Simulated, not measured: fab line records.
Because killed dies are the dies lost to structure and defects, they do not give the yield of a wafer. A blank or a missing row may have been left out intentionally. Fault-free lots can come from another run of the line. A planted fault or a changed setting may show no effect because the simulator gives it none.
What tool caused it? + flow sky130 + 14 lots, 42 wafers sampled, at 6 steps of a route of 708

WHAT THE GAUGES SHOWED, per wafer
The record holds no reading of a measuring or inspecting step that can be judged against a usual standard deviation.

TOOL THAT RAN EACH LOT (tool first, then ch and the chambers of the sampled wafers, then the start)
| lot  | SKY_METAL2_DESCUM_17              | SKY_VIA2_ETCH_14                   | SKY_VIA2_ETCH_15                   | SKY_VIA2_STRIP_16                    | SKY_METAL3_SPUTTER_01        | SKY_METAL3_SPUTTER_02        |
|------|-----------------------------------|------------------------------------|------------------------------------|--------------------------------------|------------------------------|------------------------------|
| L170 | rie metal-03 ch 0,1, day 35 08:13 | rie diel-04 ch 1,2, day 36 11:13   | rie diel-04 ch 1,2, day 36 11:16   | plasma asher-04 ch 0,1, day 36 11:19 | pvd sputter-03, day 36 12:39 | pvd sputter-03, day 36 12:41 |
| L171 | rie metal-02 ch 0, day 35 14:20   | rie diel-04 ch 2,3, day 36 18:01   | rie diel-04 ch 2,3, day 36 18:04   | plasma asher-01 ch 0,1, day 36 18:10 | pvd sputter-02, day 36 19:29 | pvd sputter-02, day 36 19:31 |
| L172 | rie metal-02 ch 0, day 35 21:11   | rie diel-01 ch 0,1, day 37 00:48   | rie diel-01 ch 0,1, day 37 00:50   | plasma asher-04 ch 0,1, day 37 00:55 | pvd sputter-04, day 37 02:13 | pvd sputter-04, day 37 02:14 |
| L174 | rie metal-03 ch 0,1, day 36 12:52 | rie diel-01 ch 1,2,3, day 37 16:39 | rie diel-01 ch 1,2,3, day 37 16:41 | plasma asher-04 ch 0,1, day 37 16:46 | pvd sputter-04, day 37 18:02 | pvd sputter-04, day 37 18:04 |
| L180 | rie metal-03 ch 0, day 38 11:20   | rie diel-04 ch 0,1, day 39 13:46   | rie diel-04 ch 0,1, day 39 13:49   | plasma asher-01 ch 0,1, day 39 13:55 | pvd sputter-02, day 39 15:17 | pvd sputter-02, day 39 15:19 |
| L182 | rie metal-03 ch 0, day 38 21:58   | rie diel-03 ch 1,2, day 40 00:07   | rie diel-03 ch 1,2, day 40 00:11   | plasma asher-01 ch 0,1, day 40 00:17 | pvd sputter-04, day 40 01:34 | pvd sputter-04, day 40 01:35 |
| L183 | rie metal-02 ch 0,1, day 39 03:23 | rie diel-04 ch 0,1,3, day 40 05:28 | rie diel-04 ch 0,1,3, day 40 05:31 | plasma asher-04 ch 0,1, day 40 05:34 | -                            | -                            |
| L184 | rie metal-01 ch 0,1, day 39 21:17 | rie diel-04 ch 1,2,3, day 40 22:54 | rie diel-04 ch 1,2,3, day 40 22:57 | plasma asher-02 ch 0,1, day 40 23:01 | -                            | -                            |
| L185 | rie metal-01 ch 0,1, day 40 07:25 | rie diel-01 ch 1,2,3, day 41 09:27 | rie diel-01 ch 1,2,3, day 41 09:30 | plasma asher-02 ch 0,1, day 41 09:35 | pvd sputter-04, day 41 10:54 | pvd sputter-04, day 41 10:56 |
| L186 | rie metal-03 ch 0,1, day 40 08:15 | rie diel-03 ch 0,1,3, day 41 10:01 | rie diel-03 ch 0,1,3, day 41 10:03 | plasma asher-04 ch 0,1, day 41 10:09 | pvd sputter-04, day 41 11:44 | pvd sputter-04, day 41 11:46 |
| L188 | rie metal-02 ch 0,1, day 40 19:29 | rie diel-03 ch 0,1,2, day 41 21:09 | rie diel-03 ch 0,1,2, day 41 21:12 | plasma asher-02 ch 0,1, day 41 21:17 | pvd sputter-04, day 41 22:41 | pvd sputter-04, day 41 22:43 |
| L189 | rie metal-03 ch 0,1, day 41 00:25 | rie diel-01 ch 0,2,3, day 42 01:19 | rie diel-01 ch 0,2,3, day 42 01:21 | plasma asher-01 ch 0,1, day 42 01:25 | pvd sputter-03, day 42 02:46 | pvd sputter-03, day 42 02:47 |
| L192 | rie metal-02 ch 1, day 41 18:43   | rie diel-01 ch 1,2, day 42 19:46   | rie diel-01 ch 1,2, day 42 19:49   | plasma asher-02 ch 0,1, day 42 19:52 | pvd sputter-04, day 42 21:10 | pvd sputter-04, day 42 21:11 |
| L193 | rie metal-01 ch 0,1, day 41 19:56 | rie diel-03 ch 0,2, day 42 20:17   | rie diel-03 ch 0,2, day 42 20:21   | plasma asher-02 ch 0,1, day 42 20:27 | pvd sputter-03, day 42 21:42 | pvd sputter-03, day 42 21:44 |
- SKY_METAL2_DESCUM_17: chemistry O2, time 8 s.
- SKY_VIA2_ETCH_14: etches BARC in N2/H2, stops on SiO2, time 45.9 s, target depth 60 nm.
- SKY_VIA2_ETCH_15: etches SiO2 in C4F8/O2/Ar, stops on TiN, target depth 546 nm, time 84 s.
- SKY_VIA2_STRIP_16: strips in O2/N2.
- SKY_METAL3_SPUTTER_01: material TiN, target thk 20 nm, time 16.7 s.
- SKY_METAL3_SPUTTER_02: material AlCu, target thk 735 nm, time 39.1 s.

WHAT THE TOOLS THEMSELVES READ (means of the sampled wafers that have a number; where no wafer has one, the mark that the record gives instead)
SKY_METAL2_DESCUM_17. Usual: drypump motor current A 5.9 A, standard deviation 0.59; oes product au 1.010 a.u., standard deviation 0.0086.
| lot  | tool         | drypump motor current A (A) | oes product au (a.u.) | flag |
|------|--------------|-----------------------------|-----------------------|------|
| L170 | rie metal-03 | 5.9                         | 0.997                 |      |
| L171 | rie metal-02 | 6.7                         | 1.009                 |      |
| L172 | rie metal-02 | 6.7                         | 1.013                 |      |
| L174 | rie metal-03 | 5.9                         | 1.004                 |      |
| L180 | rie metal-03 | 6.1                         | 0.999                 |      |
| L182 | rie metal-03 | 6.1                         | 1.003                 |      |
| L183 | rie metal-02 | 6.2                         | 1.010                 |      |
| L184 | rie metal-01 | 5.5                         | 1.017                 |      |
| L185 | rie metal-01 | 5.6                         | 1.018                 |      |
| L186 | rie metal-03 | 5.6                         | 1.005                 |      |
| L188 | rie metal-02 | 5.8                         | 1.009                 |      |
| L189 | rie metal-03 | 5.9                         | 1.010                 |      |
| L192 | rie metal-02 | 5.3                         | 1.015                 |      |
| L193 | rie metal-01 | 5.9                         | 1.006                 |      |

SKY_VIA2_ETCH_14. Usual: drypump motor current A 5.7 A, standard deviation 0.41; oes product au 0.856 a.u., standard deviation 0.0048; run length s 74.3 s, standard deviation 0.37; throttle valve pct 13.225 %, standard deviation 0.0093.
| lot  | tool        | drypump motor current A (A) | oes product au (a.u.) | run length s (s) | throttle valve pct (%) | flag |
|------|-------------|-----------------------------|-----------------------|------------------|------------------------|------|
| L170 | rie diel-04 | 6.2                         | 0.859                 | 74.5             | 13.231                 |      |
| L171 | rie diel-04 | 5.7                         | 0.854                 | 74.8             | 13.231                 |      |
| L172 | rie diel-01 | 5.9                         | 0.856                 | 73.8             | 13.227                 |      |
| L174 | rie diel-01 | 5.7                         | 0.853                 | 74.1             | 13.222                 |      |
| L180 | rie diel-04 | 6.0                         | 0.851                 | 74.6             | 13.219                 |      |
| L182 | rie diel-03 | 5.3                         | 0.856                 | 74.2             | 13.221                 |      |
| L183 | rie diel-04 | 6.0                         | 0.995                 | 47.5             | 13.240                 | OFF  |
| L184 | rie diel-04 | 6.0                         | 1.004                 | 47.5             | 13.242                 | OFF  |
| L185 | rie diel-01 | 5.7                         | 0.855                 | 74.1             | 13.231                 |      |
| L186 | rie diel-03 | 5.8                         | 0.861                 | 74.1             | 13.233                 |      |
| L188 | rie diel-03 | 5.4                         | 0.857                 | 74.2             | 13.225                 |      |
| L189 | rie diel-01 | 5.8                         | 0.861                 | 74.2             | 13.236                 |      |
| L192 | rie diel-01 | 5.8                         | 0.853                 | 73.7             | 13.228                 |      |
| L193 | rie diel-03 | 5.5                         | 0.855                 | 74.0             | 13.229                 |      |

SKY_VIA2_ETCH_15. Usual: oes product au 0.939 a.u., standard deviation 0.0049; run length s 112.5 s, standard deviation 0.39.
| lot  | tool        | oes product au (a.u.) | run length s (s) | flag |
|------|-------------|-----------------------|------------------|------|
| L170 | rie diel-04 | 0.937                 | 112.8            |      |
| L171 | rie diel-04 | 0.933                 | 113.0            |      |
| L172 | rie diel-01 | 0.941                 | 112.0            |      |
| L174 | rie diel-01 | 0.937                 | 112.3            |      |
| L180 | rie diel-04 | 0.940                 | 112.6            |      |
| L182 | rie diel-03 | 0.941                 | 112.2            |      |
| L183 | rie diel-04 | 0.375                 | 112.7            | OFF  |
| L184 | rie diel-04 | 0.371                 | 112.9            | OFF  |
| L185 | rie diel-01 | 0.943                 | 112.6            |      |
| L186 | rie diel-03 | 0.939                 | 112.5            |      |
| L188 | rie diel-03 | 0.939                 | 112.2            |      |
| L189 | rie diel-01 | 0.947                 | 112.3            |      |
| L192 | rie diel-01 | 0.939                 | 112.0            |      |
| L193 | rie diel-03 | 0.942                 | 112.2            |      |

SKY_VIA2_STRIP_16. Usual: drypump motor current A 5.8 A, standard deviation 0.5; oes product au 0.398 a.u., standard deviation 0.004; strip time to endpoint s 4.051 s, standard deviation 0.026.
| lot  | tool            | drypump motor current A (A) | oes product au (a.u.) | strip time to endpoint s (s) | flag |
|------|-----------------|-----------------------------|-----------------------|------------------------------|------|
| L170 | plasma asher-04 | 5.1                         | 0.402                 | 4.059                        |      |
| L171 | plasma asher-01 | 5.7                         | 0.398                 | 4.041                        |      |
| L172 | plasma asher-04 | 5.1                         | 0.397                 | 4.051                        |      |
| L174 | plasma asher-04 | 5.1                         | 0.399                 | 4.057                        |      |
| L180 | plasma asher-01 | 5.8                         | 0.398                 | 4.046                        |      |
| L182 | plasma asher-01 | 5.7                         | 0.396                 | 4.044                        |      |
| L183 | plasma asher-04 | 5.1                         | 0.407                 | 4.317                        | OFF  |
| L184 | plasma asher-02 | 6.3                         | 0.413                 | 4.325                        | OFF  |
| L185 | plasma asher-02 | 6.2                         | 0.397                 | 4.065                        |      |
| L186 | plasma asher-04 | 5.1                         | 0.396                 | 4.042                        |      |
| L188 | plasma asher-02 | 6.2                         | 0.400                 | 4.062                        |      |
| L189 | plasma asher-01 | 5.7                         | 0.399                 | 4.086                        |      |
| L192 | plasma asher-02 | 6.2                         | 0.396                 | 4.024                        |      |
| L193 | plasma asher-02 | 6.2                         | 0.398                 | 4.066                        |      |

SKY_METAL3_SPUTTER_01. Usual: throttle valve pct reads 30.6 % (standard deviation 1.1).
| lot  | tool           | throttle valve pct (%) | flag |
|------|----------------|------------------------|------|
| L170 | pvd sputter-03 | 31.8                   |      |
| L171 | pvd sputter-02 | 30.6                   |      |
| L172 | pvd sputter-04 | 30.2                   |      |
| L174 | pvd sputter-04 | 30.1                   |      |
| L180 | pvd sputter-02 | 31.3                   |      |
| L182 | pvd sputter-04 | 30.2                   |      |
| L185 | pvd sputter-04 | 29.7                   |      |
| L186 | pvd sputter-04 | 30.8                   |      |
| L188 | pvd sputter-04 | 30.7                   |      |
| L189 | pvd sputter-03 | 30.0                   |      |
| L192 | pvd sputter-04 | 30.1                   |      |
| L193 | pvd sputter-03 | 31.3                   |      |

SKY_METAL3_SPUTTER_02. Usual: throttle valve pct reads 30.6 % (standard deviation 1).
| lot  | tool           | throttle valve pct (%) | flag |
|------|----------------|------------------------|------|
| L170 | pvd sputter-03 | 31.8                   |      |
| L171 | pvd sputter-02 | 30.8                   |      |
| L172 | pvd sputter-04 | 30.2                   |      |
| L174 | pvd sputter-04 | 30.1                   |      |
| L180 | pvd sputter-02 | 31.2                   |      |
| L182 | pvd sputter-04 | 30.1                   |      |
| L185 | pvd sputter-04 | 29.7                   |      |
| L186 | pvd sputter-04 | 30.9                   |      |
| L188 | pvd sputter-04 | 30.9                   |      |
| L189 | pvd sputter-03 | 30.0                   |      |
| L192 | pvd sputter-04 | 30.1                   |      |
| L193 | pvd sputter-03 | 31.1                   |      |

THE ANSWER, worked out from the rows above alone
Rule: a lot is off if the mean of its wafers that have a number lies more than 3 standard deviations from the usual mean. A lot without any number at a reading at which 4 lots or more have one is off too. Any other lot the step has rows for is counted as sound. After the gauges, taken in route order, come the tools' own readings; for these a lot's mean is taken, as printed above. The first step at which some lot is off is used, and at that step the reading that is off furthest; a lot without a number counts as furthest.
Off: L183, L184, at SKY_VIA2_ETCH_14 (run length s).
If a tool, at that step or one of the process steps before it, ran each lot that is off and ran no sound lot following the first of them, it fits. One fits: rie diel-04 at SKY_VIA2_ETCH_14. Its last sound lot is L180 (day 39 13:46), its first lot that is off L183 (day 40 05:28): a fault that began between those two fits.
The tool's own readings at SKY_VIA2_ETCH_14 bear it out: on the lots that are off they differ by more than 5 times the standard deviation of the sound lots' means. oes product au reads 1.000 a.u. there against 0.856 a.u. on the sound lots; run length s reads 47.5 s there against 74.2 s on the sound lots.

WHAT WAS PUT IN BY THE SIMULATOR
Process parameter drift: rie diel-04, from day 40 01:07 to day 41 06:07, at SKY_VIA2_ETCH_14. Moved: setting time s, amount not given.
Shown lots that were struck: L183, L184. The rule above found the same.
